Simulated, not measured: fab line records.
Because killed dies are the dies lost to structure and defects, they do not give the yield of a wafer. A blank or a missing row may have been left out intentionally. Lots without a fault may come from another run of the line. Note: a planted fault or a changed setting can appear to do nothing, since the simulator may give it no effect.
What tool caused it? || flow sky130 || at 1 step of a route of 708, 15 lots with 45 wafers sampled

WHAT EACH GAUGE READ, for each wafer
The record lacks any reading of a measuring or inspecting step that a usual standard deviation could be used to judge.

WHAT TOOL EACH LOT RAN ON (gives the tool, then ch and the chambers of the sampled wafers, and finally the start)
{"lot": "L885", "SKY_NWELL_DEVELOP_22": "lithoTrack-03 ch 0, day 5 13:00"}
{"lot": "L886", "SKY_NWELL_DEVELOP_22": "lithoTrack-02 ch 0, day 5 18:00"}
{"lot": "L887", "SKY_NWELL_DEVELOP_22": "lithoTrack-02 ch 0, day 5 21:00"}
{"lot": "L889", "SKY_NWELL_DEVELOP_22": "lithoTrack-03 ch 0, day 6 09:00"}
{"lot": "L890", "SKY_NWELL_DEVELOP_22": "lithoTrack-04, day 6 17:00"}
{"lot": "L891", "SKY_NWELL_DEVELOP_22": "lithoTrack-04, day 6 22:00"}
{"lot": "L892", "SKY_NWELL_DEVELOP_22": "lithoTrack-04, day 7 04:00"}
{"lot": "L899", "SKY_NWELL_DEVELOP_22": "lithoTrack-02 ch 0, day 9 02:00"}
{"lot": "L900", "SKY_NWELL_DEVELOP_22": "lithoTrack-02 ch 0, day 9 13:00"}
{"lot": "L901", "SKY_NWELL_DEVELOP_22": "lithoTrack-03 ch 0, day 9 14:00"}
{"lot": "L902", "SKY_NWELL_DEVELOP_22": "lithoTrack-03 ch 0, day 9 21:00"}
{"lot": "L903", "SKY_NWELL_DEVELOP_22": "lithoTrack-03 ch 0, day 10 00:00"}
{"lot": "L905", "SKY_NWELL_DEVELOP_22": "lithoTrack-04 ch 0, day 10 10:00"}
{"lot": "L906", "SKY_NWELL_DEVELOP_22": "lithoTrack-04 ch 0, day 10 17:00"}
{"lot": "L907", "SKY_NWELL_DEVELOP_22": "lithoTrack-04 ch 0, day 10 23:00"}
- SKY_NWELL_DEVELOP_22: develop time 60 s.

WHAT THE TOOLS THEMSELVES READ (means of the sampled wafers that have a number; where no wafer has one, the mark that the record gives instead)
SKY_NWELL_DEVELOP_22.
{"lot": "L885", "tool": "lithoTrack-03", "chillPlateTempC (C)": 22.97}
{"lot": "L886", "tool": "lithoTrack-02", "chillPlateTempC (C)": 23.16}
{"lot": "L887", "tool": "lithoTrack-02", "chillPlateTempC (C)": 23.04}
{"lot": "L889", "tool": "lithoTrack-03", "chillPlateTempC (C)": 22.92}
{"lot": "L890", "tool": "lithoTrack-04", "chillPlateTempC (C)": "-"}
{"lot": "L891", "tool": "lithoTrack-04", "chillPlateTempC (C)": "-"}
{"lot": "L892", "tool": "lithoTrack-04", "chillPlateTempC (C)": "-"}
{"lot": "L899", "tool": "lithoTrack-02", "chillPlateTempC (C)": 23.19}
{"lot": "L900", "tool": "lithoTrack-02", "chillPlateTempC (C)": 22.93}
{"lot": "L901", "tool": "lithoTrack-03", "chillPlateTempC (C)": 22.99}
{"lot": "L902", "tool": "lithoTrack-03", "chillPlateTempC (C)": 23.06}
{"lot": "L903", "tool": "lithoTrack-03", "chillPlateTempC (C)": 23.01}
{"lot": "L905", "tool": "lithoTrack-04", "chillPlateTempC (C)": 22.94}
{"lot": "L906", "tool": "lithoTrack-04", "chillPlateTempC (C)": 23.09}
{"lot": "L907", "tool": "lithoTrack-04", "chillPlateTempC (C)": 22.85}

THE ANSWER, worked out from the rows above alone
Rule: usual is defined by the lots themselves. Put in order of their means at a reading, lots are off if they are a third of the lots or fewer, leave a main group of 4 or more, and stand apart from it by a gap of 3 or more times the standard deviation of the main group's means; of several such gaps the widest counts. A main group is skipped when, at the precision printed for the reading in the tables above, its means are all equal. Also off: a lot with no number at a reading for which 4 or more lots have one. Where the step has rows for the other lots, those lots are counted as sound. First the gauges in route order, then the tools' own readings, where a lot's mean is used as printed above. At the first step where some lot is off, the reading lying furthest off is the one used; lots without a number count as furthest.
Off, at SKY_NWELL_DEVELOP_22 on chillPlateTempC: L890, L891, L892. Without a number there: L890, L891, L892. Main group: mean 23.01 C, sd 0.096.
If a tool, at that step or one of the process steps before it, ran each lot that is off and ran no sound lot following the first of them, it fits. None of those tried fits.

WHAT THE SIMULATOR PUT IN
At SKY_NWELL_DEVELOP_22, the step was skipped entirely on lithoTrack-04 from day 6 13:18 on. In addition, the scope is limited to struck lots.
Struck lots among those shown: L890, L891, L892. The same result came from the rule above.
